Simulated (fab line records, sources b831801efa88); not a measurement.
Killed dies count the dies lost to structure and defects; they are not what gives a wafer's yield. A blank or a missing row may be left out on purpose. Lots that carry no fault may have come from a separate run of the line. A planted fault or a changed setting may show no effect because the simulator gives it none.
fab line records	flow sfq_line
record lots=5	wafers=27
route steps=325 shown INCOMING@2 L0V@16 M0@39 I1@73 I2@103 M3@130 M4@149
start_h: hours from the record's first day to the start of the lot's first wafer shown	wait_h: hours since the lot's step before	" as in the row above	L1.1+2: a single row standing in for several wafers	- no value present, or no start provided	* or withheld: withheld	< > ~ a bound
route shown NAME@n: names a module that has steps shown in the file, with the first one's number in the route	usual: mean and standard deviation over wafers with no fault	same: alike in all rows	chamber/n: place in a boat	sites: each site's reading	_std_site: the standard deviation of these	_edge_site: mean of outer sites minus mean of inner sites	radius_mm: for every site, how far away it sits from the centre of the wafer	mask NAME#n: copy n	behind: tool/chamber where the wafer was last shaped	hold: cause of the lot's hold/its duration in hours/its outcome	device: whichever transistor did not switch (one of n, p or np)	end of line: the same wafers' tests at the end of the route	where a step has no rows: the recipe by itself	killed: the dies lost at the first sort to structure and to defects; this is not the yield of the wafer	map: the dies of a wafer, with x for killed, . for not killed, _ for no die there
set.NAME: the setting as run; set.NAME@STEP: as run at that earlier step	model.NAME: the simulator's own value behind a step, which no gauge read
lots where settings were altered on purpose, with a table for each step and a row for each wafer
## steps
# step SFQ_TRILAYER_INCOMING_OXIDATION_002
# recipe temp_c=1000	ambient=H2O	target_thk_a=5000	p_h2o_torr=720	ox_time_s=4939
lot.wafer	tool	chamber	start_h	wait_h	set.ox_time_s	model.SiO2_of_TRILAYER_INCOMING_OXIDATION_002.thk_nm
L074.3	furnace-01	0	13.01	2.9	4939	506.6
L074.5	"	0	"	"	4939	507
L074.6	"	0	"	"	4939	500.4
L076.1	-	-	-	0.1	7555	679.6
L076.2	"	-	"	"	7555	679.4
L076.3	"	-	"	"	7555	672.5
L076.4	"	-	"	"	7555	676
L076.5	"	-	"	"	7555	673.6
L076.6	"	-	"	"	7555	681.5
L077.1	-	-	-	0.1	3986	419.5
L077.2	"	-	"	"	3986	420.3
L077.3	"	-	"	"	3986	421.1
L077.4	"	-	"	"	3986	405.5
L077.5	"	-	"	"	3986	411.1
L077.6	"	-	"	"	3986	419.6
L081.1	-	-	-	0.1	3836	423
L081.2	"	-	"	"	3836	427.1
L081.3	"	-	"	"	3836	423.1
L081.4	"	-	"	"	3836	420.3
L081.5	"	-	"	"	3836	420.6
L081.6	"	-	"	"	3836	426.3
L084.1	-	-	-	0.1	7132	640
L084.2	"	-	"	"	7132	640.9
L084.3	"	-	"	"	7132	636.7
L084.4	"	-	"	"	7132	643.9
L084.5	"	-	"	"	7132	642.6
L084.6	"	-	"	"	7132	642.9
# step SFQ_TRILAYER_L0_CAP_PECVD_011
# recipe material=SiO2	temp_c=150	time_s=13.333	pressure_torr=2.4	rf_w=183.3	precursor=SiH4/N2O	target_thk_nm=60
lot.wafer	tool	chamber	start_h	wait_h	set.time_s	model.SiO2_of_TRILAYER_L0_CAP_PECVD_011.thk_nm
L074.3	pecvd-02	0	74.21	0.0	13.333	58.27
L074.5	"	0	"	"	13.333	58.75
L074.6	"	2	"	"	13.333	59.74
L076.1	pecvd-02	0	84.95	0.0	13.333	58.47
L076.2	"	2	"	"	13.333	58.88
L076.3	"	1	"	"	13.333	58.16
L076.4	"	1	"	"	13.333	59.15
L076.5	"	2	"	"	13.333	59.84
L076.6	"	0	"	"	13.333	59.14
L077.1	pecvd-02	1	93.35	0.0	13.333	58.89
L077.2	"	0	"	"	13.333	58.29
L077.3	"	2	"	"	13.333	59.28
L077.4	"	0	"	"	13.333	59.43
L077.5	"	1	"	"	13.333	59.68
L077.6	"	2	"	"	13.333	59.85
L081.1	pecvd-04	1	123.20	0.0	16.86	75.09
L081.2	"	0	"	"	16.86	74.9
L081.3	"	2	"	"	13.333	59.06
L081.4	"	2	"	"	13.333	59.36
L081.5	"	1	"	"	16.86	76.17
L081.6	"	0	"	"	13.333	59.71
L084.1	pecvd-04	2	138.88	0.0	13.333	59.73
L084.2	"	1	"	"	16.2	72.79
L084.3	"	0	"	"	13.333	59.17
L084.4	"	0	"	"	16.2	72.67
L084.5	"	1	"	"	13.333	59.86
L084.6	"	2	"	"	16.2	73.78
# step SFQ_TRILAYER_L0_VIA_LITHO_COAT_018
# recipe resist=BARC	spin_rpm=3000	resist_thk_nm=62
# step SFQ_TRILAYER_L0_VIA_LITHO_COAT_013
# recipe resist=KrF	spin_rpm=3000	resist_thk_nm=650
# step SFQ_TRILAYER_L0_VIA_BARC_OPEN_VIA_ETCH_021
# recipe mask_material=PR	chemistry=O2	target_depth_nm=125	target=BARC	source_w=500	bias_w=80	pressure_mtorr=30	time_s=41.7
# step SFQ_TRILAYER_L0_VIA_ETCH_VIA_ETCH_016
# recipe target=SiO2	stop_on=MoNx_KI	mask_material=PR	chemistry=CHF3	target_depth_nm=80	source_w=500	bias_w=80	pressure_mtorr=30	time_s=withheld
# usual oes_product_au=0.839/0.0078
lot.wafer	tool	chamber	start_h	wait_h	set.time_s@TRILAYER_L0_CAP_PECVD_011	oes_product_au	model.L0V.feature_depth_nm	model.etch.depth_nm
L074.3	rie_diel-03	0	146.48	0.0	*	0.824	58.27	58.27
L074.5	"	3	"	"	*	0.831	58.75	58.75
L074.6	"	0	"	"	*	0.842	59.74	59.74
L076.1	rie_diel-03	2	164.48	0.0	*	0.833	58.47	-
L076.2	"	0	"	"	*	0.832	58.88	-
L076.3	"	3	"	"	*	0.828	58.16	58.16
L076.4	"	1	"	"	*	0.841	59.15	-
L076.5	"	1	"	"	*	0.847	59.84	59.84
L076.6	"	2	"	"	*	0.839	59.14	59.14
L077.1	rie_diel-04	3	176.48	0.0	*	0.833	58.89	58.89
L077.2	"	2	"	"	*	0.832	58.29	58.29
L077.3	"	1	"	"	*	0.826	59.28	-
L077.4	"	2	"	"	*	0.844	59.43	-
L077.5	"	3	"	"	*	0.844	59.68	-
L077.6	"	1	"	"	*	0.837	59.85	59.85
L081.1	rie_diel-01	1	210.08	0.0	*	0.964	75.09	75.09
L081.2	"	0	"	"	*	0.957	74.9	-
L081.3	"	3	"	"	*	0.839	59.06	59.06
L081.4	"	2	"	"	*	0.840	59.36	-
L081.5	"	0	"	"	*	0.973	76.17	-
L081.6	"	1	"	"	*	0.841	59.71	59.71
L084.1	rie_diel-01	2	232.88	0.0	*	0.832	59.73	59.73
L084.2	"	1	"	"	*	0.941	72.79	-
L084.3	"	3	"	"	*	0.838	59.17	-
L084.4	"	3	"	"	*	0.946	72.67	72.67
L084.5	"	1	"	"	*	0.838	59.86	59.86
L084.6	"	2	"	"	*	0.956	73.78	-
# step SFQ_TRILAYER_M0_BARC_OPEN_METAL_ETCH_031
# recipe mask_material=PR	chemistry=O2	target_depth_nm=125	target=BARC	icp_w=600	bias_w=80	pressure_mtorr=10	time_s=41.7
# usual oes_product_au=0.685/0.0059
lot.wafer	tool	chamber	start_h	wait_h	set.time_s	oes_product_au	model.KrF_of_TRILAYER_M0_LITHO_COAT_021.thk_nm
L074.3	rie_metal-04	0	149.91	0.0	41.7	0.693	519.3
L074.5	"	1	"	"	41.7	0.684	520.5
L074.6	"	0	"	"	41.7	0.677	519.7
L076.1	rie_metal-04	0	167.88	0.0	49.61	0.660	513.4
L076.2	"	1	"	"	41.7	0.683	520.4
L076.3	"	0	"	"	49.61	0.669	513.5
L076.4	"	1	"	"	49.61	0.663	510.9
L076.5	"	0	"	"	41.7	0.687	522.6
L076.6	"	1	"	"	41.7	0.679	519.4
L077.1	rie_metal-03	1	179.88	0.0	41.7	0.679	522.8
L077.2	"	0	"	"	41.7	0.690	521.6
L077.3	"	0	"	"	24.9	0.899	541.1
L077.4	"	1	"	"	24.9	0.892	543.5
L077.5	"	1	"	"	41.7	0.691	523.2
L077.6	"	0	"	"	24.9	0.890	541.4
L081.1	rie_metal-01	1	217.01	0.0	41.7	0.676	518.6
L081.2	"	0	"	"	41.7	0.689	519.5
L081.3	"	0	"	"	41.7	0.693	517.3
L081.4	"	1	"	"	41.7	0.681	520.3
L081.5	"	0	"	"	41.7	0.682	521.6
L081.6	"	1	"	"	41.7	0.688	520.6
L084.1	rie_metal-04	1	247.01	0.0	41.7	0.691	521.6
L084.2	"	0	"	"	26.75	0.857	541.3
L084.3	"	0	"	"	41.7	0.689	521.4
L084.4	"	1	"	"	26.75	0.849	538.5
L084.5	"	1	"	"	26.75	0.862	539.2
L084.6	"	0	"	"	41.7	0.693	521.5
# step SFQ_TRILAYER_M0_ETCH_METAL_ETCH_024
# recipe target=Nb	stop_on=SiO2	mask_material=PR	chemistry=Cl2/Ar	target_depth_nm=240	icp_w=600	bias_w=80	pressure_mtorr=10	time_s=120
lot.wafer	tool	chamber	start_h	wait_h	set.time_s@TRILAYER_M0_BARC_OPEN_METAL_ETCH_031	model.KrF_of_TRILAYER_M0_LITHO_COAT_021.thk_nm
L074.3	rie_metal-04	0	150.00	0.1	41.7	381.7
L074.5	"	1	"	"	41.7	380.3
L074.6	"	0	"	"	41.7	382.5
L076.1	rie_metal-04	0	167.94	0.0	49.61	375.5
L076.2	"	1	"	"	41.7	381.6
L076.3	"	0	"	"	49.61	375.1
L076.4	"	1	"	"	49.61	371.1
L076.5	"	0	"	"	41.7	384.6
L076.6	"	1	"	"	41.7	378.6
L077.1+5	rie_metal-03	1	179.94	0.0	41.7	380.2
L077.2	"	0	"	"	41.7	378.2
L077.3	"	0	"	"	24.9	397.4
L077.4	"	1	"	"	24.9	399.9
L077.6	"	0	"	"	24.9	397.3
L081.1	rie_metal-01	1	217.07	0.0	41.7	374.3
L081.2	"	0	"	"	41.7	378.6
L081.3	"	0	"	"	41.7	376.5
L081.4	"	1	"	"	41.7	374.6
L081.5	"	0	"	"	41.7	380.6
L081.6	"	1	"	"	41.7	375.3
L084.1	rie_metal-04	1	247.07	0.0	41.7	380.5
L084.2	"	0	"	"	26.75	403.8
L084.3	"	0	"	"	41.7	384
L084.4	"	1	"	"	26.75	397.9
L084.5	"	1	"	"	26.75	400.7
L084.6	"	0	"	"	41.7	385.4
# step SFQ_TRILAYER_I1_DEP_PECVD_045
# recipe material=SiO2	temp_c=150	time_s=111.11	pressure_torr=2.4	rf_w=183.3	precursor=SiH4/N2O	target_thk_nm=500
lot.wafer	tool	chamber	start_h	wait_h	set.time_s	model.SiO2_of_TRILAYER_I1_DEP_PECVD_045.thk_nm
L074.3	pecvd-01	2	271.52	0.0	111.11	495.1
L074.5	"	0	"	"	111.11	504.5
L074.6	"	1	"	"	111.11	508.4
L076.1	pecvd-01	2	295.10	0.0	111.11	496.2
L076.2	"	0	"	"	111.11	491
L076.3	"	1	"	"	46.55	210.9
L076.4	"	2	"	"	46.55	205.3
L076.5	"	1	"	"	111.11	502.6
L076.6	"	0	"	"	46.55	212.1
L077.1	pecvd-01	0	300.65	0.0	82.41	369.8
L077.2	"	1	"	"	111.11	493.1
L077.3	"	2	"	"	111.11	494.3
L077.4	"	0	"	"	82.41	372.9
L077.5	"	2	"	"	111.11	505.3
L077.6	"	1	"	"	82.41	373.3
L081.1	pecvd-02	2	334.69	0.0	111.11	496.3
L081.2	"	1	"	"	147	656.7
L081.3	"	0	"	"	111.11	491.5
L081.4	"	0	"	"	111.11	499.2
L081.5	"	1	"	"	147	666.8
L081.6	"	2	"	"	147	668.9
L084.1	pecvd-03	1	372.28	0.0	111.11	497.8
L084.2	"	0	"	"	111.11	494.6
L084.3	"	2	"	"	111.11	502.9
L084.4	"	1	"	"	111.11	498.9
L084.5	"	2	"	"	111.11	508.5
L084.6	"	0	"	"	111.11	498.7
# step SFQ_TRILAYER_I1_CMP_CMP_046
# recipe material=SiO2	down_force_psi=3	platen_rpm=61.37	pad_velocity_m_s=0.94248
# usual time_to_endpoint_s=211/7.1
lot.wafer	tool	chamber	start_h	wait_h	set.time_s@TRILAYER_I1_DEP_PECVD_045	time_to_endpoint_s
L074.3	cmp-02	3	275.55	4.0	111.11	216
L074.6	"	2	277.05	5.5	111.11	224
L074.5	"	3	"	"	111.11	229
L076.1	cmp-01	3	295.77	0.6	111.11	222
L076.2	"	0	"	"	111.11	204
L076.4	"	1	"	"	46.55	3
L076.3	"	2	"	"	46.55	7
L076.6	"	3	"	"	46.55	9
L076.5	"	0	"	"	111.11	213
L077.4	cmp-02	1	306.57	5.8	82.41	121
L077.1	"	2	"	"	82.41	116
L077.2	"	3	"	"	111.11	210
L077.3	"	0	"	"	111.11	200
L077.5	"	1	"	"	111.11	218
L077.6	"	2	"	"	82.41	118
L081.2	cmp-02	1	334.77	0.0	147	328
L081.3	"	2	"	"	111.11	210
L081.1	"	3	"	"	111.11	217
L081.4	"	0	"	"	111.11	211
L081.5	"	1	"	"	147	341
L081.6	"	2	"	"	147	330
L084.3	cmp-01	0	379.63	7.3	111.11	208
L084.2	"	1	"	"	111.11	205
L084.4	"	2	"	"	111.11	209
L084.1	"	3	"	"	111.11	213
L084.6	"	0	"	"	111.11	205
L084.5	"	1	"	"	111.11	218
# step SFQ_TRILAYER_I2_DEP_PECVD_063
# recipe material=SiO2	temp_c=150	time_s=111.11	pressure_torr=2.4	rf_w=183.3	precursor=SiH4/N2O	target_thk_nm=500
lot.wafer	tool	chamber	start_h	wait_h	set.time_s	model.SiO2_of_TRILAYER_I2_DEP_PECVD_063.thk_nm
L074.3	pecvd-03	0	553.80	0.0	111.11	500.3
L074.5	"	1	"	"	111.11	510.9
L074.6	"	0	"	"	111.11	509.8
L076.1	pecvd-01	1	595.94	0.0	140.3	624.8
L076.2	"	2	"	"	111.11	490.7
L076.3	"	0	"	"	111.11	496
L076.4	"	1	"	"	111.11	505.4
L076.5	"	2	"	"	140.3	628.6
L076.6	"	0	"	"	140.3	640.3
L077.1	pecvd-01	2	609.25	0.0	130	576.4
L077.2	"	0	"	"	111.11	497
L077.3	"	1	"	"	130	580.7
L077.4	"	0	"	"	111.11	505.5
L077.5	"	2	"	"	111.11	499.3
L077.6	"	1	"	"	130	592.8
L081.1	pecvd-01	2	664.08	0.0	111.11	489.6
L081.2	"	0	"	"	137.2	611.7
L081.3	"	1	"	"	137.2	614.3
L081.4	"	0	"	"	137.2	620.4
L081.5	"	2	"	"	111.11	497.9
L081.6	"	1	"	"	111.11	500.6
L084.1	pecvd-04	0	710.65	0.0	111.11	492.7
L084.2	"	1	"	"	111.11	494.5
L084.3	"	2	"	"	91.24	395.6
L084.4	"	1	"	"	91.24	413.1
L084.5	"	0	"	"	91.24	410.8
L084.6	"	2	"	"	111.11	501.9
# step SFQ_TRILAYER_I2_CMP_CMP_064
# recipe material=SiO2	down_force_psi=3	platen_rpm=60	pad_velocity_m_s=0.94248
# usual time_to_endpoint_s=217/7.3
lot.wafer	tool	chamber	start_h	wait_h	set.time_s@TRILAYER_I2_DEP_PECVD_063	time_to_endpoint_s
L074.3	cmp-02	0	554.38	0.5	111.11	216
L074.6	"	3	555.88	2.0	111.11	232
L074.5	"	0	"	"	111.11	224
L076.3	cmp-02	3	596.02	0.0	111.11	221
L076.2	"	0	"	"	111.11	215
L076.4	"	1	"	"	111.11	224
L076.1	"	2	"	"	140.3	323
L076.5	"	3	"	"	140.3	319
L076.6	"	0	"	"	140.3	330
L077.4	cmp-01	1	609.38	0.1	111.11	227
L077.3	"	2	"	"	130	280
L077.2	"	3	"	"	111.11	229
L077.1	"	0	"	"	130	273
L077.5	"	1	"	"	111.11	217
L077.6	"	2	"	"	130	282
L081.1	cmp-01	3	665.36	1.2	111.11	208
L081.3	"	0	"	"	137.2	294
L081.4	"	1	"	"	137.2	292
L081.2	"	2	"	"	137.2	293
L081.5	"	3	"	"	111.11	214
L081.6	"	0	"	"	111.11	205
L084.1	cmp-01	1	710.73	0.0	111.11	211
L084.4	"	2	"	"	91.24	156
L084.3	"	3	"	"	91.24	143
L084.2	"	0	"	"	111.11	215
L084.5	"	1	"	"	91.24	155
L084.6	"	2	"	"	111.11	215
# step SFQ_TRILAYER_M3_ETCH_METAL_ETCH_078
# recipe target=Nb	stop_on=SiO2	mask_material=PR	chemistry=Cl2/Ar	target_depth_nm=240	icp_w=600	bias_w=80	pressure_mtorr=10	time_s=120
# usual oes_product_au=0.896/0.0069
lot.wafer	tool	chamber	start_h	wait_h	set.time_s	oes_product_au	model.M3.feature_depth_nm	model.etch.depth_nm
L074.3	rie_metal-03	1	749.82	0.1	120	0.892	198.3	198.3
L074.5	"	0	"	"	120	0.899	200.5	200.5
L074.6	"	1	"	"	120	0.889	197.9	197.9
L076.1	rie_metal-03	1	771.34	0.0	74.04	1.010	151	-
L076.2	"	0	"	"	120	0.890	198.5	-
L076.3	"	1	"	"	120	0.889	197.9	197.9
L076.4	"	0	"	"	74.04	1.012	151.3	-
L076.5	"	1	"	"	74.04	1.018	152.4	152.4
L076.6	"	0	"	"	120	0.889	198.6	198.6
L077.1	rie_metal-02	1	784.53	0.0	84.2	1.002	172.9	172.9
L077.2	"	0	"	"	120	0.886	199.9	199.9
L077.3	"	0	"	"	120	0.901	200.6	-
L077.4	"	1	"	"	84.2	1.023	172	-
L077.5	"	1	"	"	84.2	1.011	170.9	-
L077.6	"	0	"	"	120	0.895	201.2	201.2
L081.1	rie_metal-01	0	842.27	0.1	188.2	0.869	216.2	202.6
L081.2	"	0	"	"	188.2	0.859	214.2	-
L081.3	"	0	"	"	120	0.889	200.1	200.1
L081.4	"	0	"	"	188.2	0.867	214.2	-
L081.5	"	0	"	"	120	0.898	200.6	-
L081.6	"	0	"	"	120	0.892	200.8	200.8
L084.1	rie_metal-02	0	887.30	0.0	120	0.893	199.1	199.1
L084.2	"	1	"	"	120	0.890	197.9	-
L084.3	"	1	"	"	120	0.891	200.4	-
L084.4	"	0	"	"	81.01	0.996	161	161
L084.5	"	1	"	"	81.01	1.006	164.7	164.7
L084.6	"	0	"	"	81.01	0.997	162.1	-
# step SFQ_TRILAYER_M4_DEP_SPUTTER_091
# recipe material=Nb	base_pressure_pa=1.33e-06	chamber_pressure_pa=0.1333	substrate_temp_c=20	resputter_cathode_voltage_v=400	target_thk_nm=200	power_w=2000	time_s=133.3
lot.wafer	tool	chamber	start_h	wait_h	set.time_s	model.Nb_of_TRILAYER_M4_DEP_SPUTTER_091.thk_nm
L074.3	pvd_sputter-06	-	905.00	0.0	133.3	197.9
L074.5	"	-	"	"	133.3	199.2
L074.6	"	-	"	"	133.3	197
L076.1	pvd_sputter-04	-	917.94	0.0	200.4	302.8
L076.2	"	-	"	"	200.4	298.8
L076.3	"	-	"	"	133.3	199.8
L076.4	"	-	"	"	200.4	304.2
L076.5	"	-	"	"	133.3	199.2
L076.6	"	-	"	"	133.3	200.2
L077.1	pvd_sputter-04	-	931.14	0.0	133.3	201.5
L077.2	"	-	"	"	133.3	201.1
L077.3	"	-	"	"	83.39	125.5
L077.4	"	-	"	"	83.39	123.7
L077.5	"	-	"	"	83.39	126
L077.6	"	-	"	"	133.3	199.9
L081.1	pvd_sputter-05	-	982.06	0.0	133.3	196.9
L081.2	"	-	"	"	83.93	124.1
L081.3	"	-	"	"	133.3	197.3
L081.4	"	-	"	"	83.93	121.1
L081.5	"	-	"	"	83.93	121
L081.6	"	-	"	"	133.3	194.9
L084.1	pvd_sputter-05	-	1043.17	0.0	133.3	197.5
L084.2	"	-	"	"	172	257.4
L084.3	"	-	"	"	172	256.3
L084.4	"	-	"	"	133.3	199.5
L084.5	"	-	"	"	133.3	199.2
L084.6	"	-	"	"	172	256.5
# step SFQ_M4_RS_MEAS_924
# recipe thk_meas_gauge=four-point-probe	reads=Nb_of_TRILAYER_M4_DEP_SPUTTER_091
# usual M4_NB_RS=0.893/0.0097
lot.wafer	tool	chamber	start_h	wait_h	set.time_s@TRILAYER_M4_DEP_SPUTTER_091	M4_NB_RS[ohm/sq]
L074.3	film_metro-01	-	905.13	0.1	133.3	0.898
L074.5	"	-	"	"	133.3	0.893
L074.6	"	-	"	"	133.3	0.902
L076.1	film_metro-04	-	918.03	0.0	200.4	0.585
L076.2	"	-	"	"	200.4	0.593
L076.3	"	-	"	"	133.3	0.891
L076.4	"	-	"	"	200.4	0.584
L076.5	"	-	"	"	133.3	0.895
L076.6	"	-	"	"	133.3	0.890
L077.1	film_metro-02	-	931.23	0.0	133.3	0.881
L077.2	"	-	"	"	133.3	0.885
L077.3	"	-	"	"	83.39	1.423
L077.4	"	-	"	"	83.39	1.449
L077.5	"	-	"	"	83.39	1.421
L077.6	"	-	"	"	133.3	0.889
L081.1	film_metro-01	-	982.15	0.0	133.3	0.905
L081.2	"	-	"	"	83.93	1.444
L081.3	"	-	"	"	133.3	0.904
L081.4	"	-	"	"	83.93	1.480
L081.5	"	-	"	"	83.93	1.483
L081.6	"	-	"	"	133.3	0.915
L084.1	film_metro-01	-	1043.26	0.0	133.3	0.900
L084.2	"	-	"	"	172	0.691
L084.3	"	-	"	"	172	0.692
L084.4	"	-	"	"	133.3	0.894
L084.5	"	-	"	"	133.3	0.893
L084.6	"	-	"	"	172	0.692
# step SFQ_TRILAYER_M4_LITHO_COAT_098
# recipe resist=BARC	spin_rpm=3000	resist_thk_nm=62
# step SFQ_TRILAYER_M4_BARC_OPEN_METAL_ETCH_123
# recipe mask_material=PR	chemistry=O2	target_depth_nm=125	target=BARC	icp_w=600	bias_w=78.85	pressure_mtorr=10	time_s=41.7
# step SFQ_TRILAYER_M4_ETCH_METAL_ETCH_096
# recipe target=Nb	stop_on=SiO2	mask_material=PR	chemistry=Cl2/Ar	target_depth_nm=240	icp_w=600	bias_w=80	pressure_mtorr=10	time_s=120
# usual oes_product_au=0.892/0.0073
lot.wafer	tool	chamber	start_h	wait_h	set.time_s@TRILAYER_M4_DEP_SPUTTER_091	oes_product_au
L074.3	rie_metal-04	1	1036.32	0.1	133.3	0.902
L074.5	"	0	"	"	133.3	0.895
L074.6	"	1	"	"	133.3	0.884
L076.1	rie_metal-03	0	1053.08	0.0	200.4	1.016
L076.2	"	1	"	"	200.4	1.016
L076.3	"	1	"	"	133.3	0.891
L076.4	"	0	"	"	200.4	1.010
L076.5	"	1	"	"	133.3	0.891
L076.6	"	0	"	"	133.3	0.903
L077.1	rie_metal-01	1	1068.68	0.0	133.3	0.904
L077.2	"	0	"	"	133.3	0.896
L077.3	"	1	"	"	83.39	0.701
L077.4	"	0	"	"	83.39	0.697
L077.5	"	0	"	"	83.39	0.701
L077.6	"	1	"	"	133.3	0.891
L081.1	rie_metal-04	0	1107.20	0.0	133.3	0.886
L081.2	"	1	"	"	83.93	0.705
L081.3	"	0	"	"	133.3	0.883
L081.4	"	1	"	"	83.93	0.683
L081.5	"	1	"	"	83.93	0.689
L081.6	"	0	"	"	133.3	0.886
L084.1	rie_metal-01	1	1167.51	0.1	133.3	0.893
L084.2	"	1	"	"	172	1.008
L084.3	"	1	"	"	172	1.003
L084.4	"	1	"	"	133.3	0.892
L084.5	"	1	"	"	133.3	0.899
L084.6	"	1	"	"	172	1.014
## key
split step=SFQ_TRILAYER_INCOMING_OXIDATION_002	setting=ox_time_s	stated=4939	by=lot
response step=SFQ_TRILAYER_INCOMING_OXIDATION_002	reading=model.SiO2_of_TRILAYER_INCOMING_OXIDATION_002.thk_nm	change=+3.43	per=1%	r=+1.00
split step=SFQ_TRILAYER_L0_CAP_PECVD_011	setting=time_s	stated=13.333	by=wafer
response step=SFQ_TRILAYER_L0_CAP_PECVD_011	reading=model.SiO2_of_TRILAYER_L0_CAP_PECVD_011.thk_nm	change=+0.614	per=1%	r=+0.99
response step=SFQ_TRILAYER_L0_VIA_ETCH_VIA_ETCH_016	reading=oes_product_au	change=+0.00491	per=1%	r=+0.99
response step=SFQ_TRILAYER_L0_VIA_ETCH_VIA_ETCH_016	reading=model.L0V.feature_depth_nm	change=+0.614	per=1%	r=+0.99
response step=SFQ_TRILAYER_L0_VIA_ETCH_VIA_ETCH_016	reading=model.etch.depth_nm	change=+0.596	per=1%	r=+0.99
split step=SFQ_TRILAYER_M0_BARC_OPEN_METAL_ETCH_031	setting=time_s	stated=41.7	by=wafer
response step=SFQ_TRILAYER_M0_BARC_OPEN_METAL_ETCH_031	reading=oes_product_au	change=-0.00447	per=1%	r=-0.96
response step=SFQ_TRILAYER_M0_BARC_OPEN_METAL_ETCH_031	reading=model.KrF_of_TRILAYER_M0_LITHO_COAT_021.thk_nm	change=-0.486	per=1%	r=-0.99
response step=SFQ_TRILAYER_M0_ETCH_METAL_ETCH_024	reading=model.KrF_of_TRILAYER_M0_LITHO_COAT_021.thk_nm	change=-0.467	per=1%	r=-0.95
split step=SFQ_TRILAYER_I1_DEP_PECVD_045	setting=time_s	stated=111.11	by=wafer
response step=SFQ_TRILAYER_I1_DEP_PECVD_045	reading=model.SiO2_of_TRILAYER_I1_DEP_PECVD_045.thk_nm	change=+4.99	per=1%	r=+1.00
response step=SFQ_TRILAYER_I1_CMP_CMP_046	reading=time_to_endpoint_s	shape=bent	at_lowest=*	at_stated=*	at_highest=*
split step=SFQ_TRILAYER_I2_DEP_PECVD_063	setting=time_s	stated=111.11	by=wafer
response step=SFQ_TRILAYER_I2_DEP_PECVD_063	reading=model.SiO2_of_TRILAYER_I2_DEP_PECVD_063.thk_nm	change=+5.05	per=1%	r=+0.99
response step=SFQ_TRILAYER_I2_CMP_CMP_064	reading=time_to_endpoint_s	change=*	per=1%	r=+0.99
split step=SFQ_TRILAYER_M3_ETCH_METAL_ETCH_078	setting=time_s	stated=120	by=wafer
response step=SFQ_TRILAYER_M3_ETCH_METAL_ETCH_078	reading=oes_product_au	shape=bent	at_lowest=1.013	at_stated=0.892	at_highest=0.865
response step=SFQ_TRILAYER_M3_ETCH_METAL_ETCH_078	reading=model.M3.feature_depth_nm	shape=bent	at_lowest=151.6	at_stated=199.5	at_highest=214.9
response step=SFQ_TRILAYER_M3_ETCH_METAL_ETCH_078	reading=model.etch.depth_nm	shape=bent	at_lowest=152.4	at_stated=199.4	at_highest=202.6
split step=SFQ_TRILAYER_M4_DEP_SPUTTER_091	setting=time_s	stated=133.3	by=wafer
response step=SFQ_TRILAYER_M4_DEP_SPUTTER_091	reading=model.Nb_of_TRILAYER_M4_DEP_SPUTTER_091.thk_nm	change=+2.02	per=1%	r=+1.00
response step=SFQ_M4_RS_MEAS_924	reading=M4_NB_RS	change=-0.0102	per=1%	r=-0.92
response step=SFQ_TRILAYER_M4_ETCH_METAL_ETCH_096	reading=oes_product_au	change=+0.00387	per=1%	r=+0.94
